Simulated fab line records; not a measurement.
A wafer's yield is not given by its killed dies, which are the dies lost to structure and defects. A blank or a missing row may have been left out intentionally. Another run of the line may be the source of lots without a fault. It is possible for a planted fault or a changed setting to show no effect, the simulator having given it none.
What tool caused it? | flow gf180mcu | 6 lots with 18 wafers sampled at 3 steps, on a route of 602 steps

## WHAT THE GAUGES READ, wafer by wafer
GF_V3_CD_MEAS_14: target cd 260 nm.
lot  | measured     | on        | cd_nm (nm)
L904 | day 22 16:58 | cd_sem-01 | 259.4 259.9 259.0
L907 | day 23 23:55 | cd_sem-01 | 265.9 267.2 265.0
L910 | day 25 03:57 | cd_sem-01 | 259.0 259.0 258.5
L918 | day 27 16:58 | cd_sem-01 | 259.1 260.5 260.5
L921 | day 28 07:13 | cd_sem-01 | 258.2 258.7 258.0
L925 | day 29 08:55 | cd_sem-01 | 258.4 257.1 257.1

## WHICH TOOL RAN EACH LOT (tool, then ch and the chambers of the sampled wafers, then the start)
lot  | GF_M3_SPUTTER_04             | GF_V3_PEB_12
L904 | pvd_sputter-04, day 20 16:53 | litho_track-03 ch 0, day 22 16:37
L907 | pvd_sputter-02, day 22 00:14 | litho_track-03 ch 0, day 23 23:31
L910 | pvd_sputter-03, day 23 06:16 | litho_track-04 ch 0, day 25 03:36
L918 | pvd_sputter-04, day 25 22:29 | litho_track-01 ch 0, day 27 16:37
L921 | pvd_sputter-02, day 26 13:22 | litho_track-03 ch 0, day 28 06:52
L925 | pvd_sputter-04, day 27 16:50 | litho_track-03 ch 0, day 29 08:34
- GF_M3_SPUTTER_04: material TiN, target thk 50 nm, time 41.7 s.
- GF_V3_PEB_12: peb time 90 s.

## THE ANSWER, worked out from the rows above alone
Rule: what is usual is taken from the lots themselves. Put in order of their means at a reading, lots are off if they are a third of the lots or fewer, leave a main group of 4 or more, and stand apart from it by a gap of 3 or more times the standard deviation of the main group's means; of several such gaps the widest counts. Not used: any main group whose means are identical at the precision the tables above print for the reading. A lot without any number at a reading at which 4 lots or more have one is off too. Any other lot the step has rows for is counted as sound.
Off: L907 (GF_V3_CD_MEAS_14, cd_nm). Mean 258.8 nm and standard deviation 0.87 in the main group.
A tool fits if, at a process step before that reading, it ran every lot that is off, and no sound lot after the first of them. The gauges at GF_V3_CD_MEAS_14 are tried like those tools. Of those tried, none fits.

## WHAT THE SIMULATOR HAD INSERTED
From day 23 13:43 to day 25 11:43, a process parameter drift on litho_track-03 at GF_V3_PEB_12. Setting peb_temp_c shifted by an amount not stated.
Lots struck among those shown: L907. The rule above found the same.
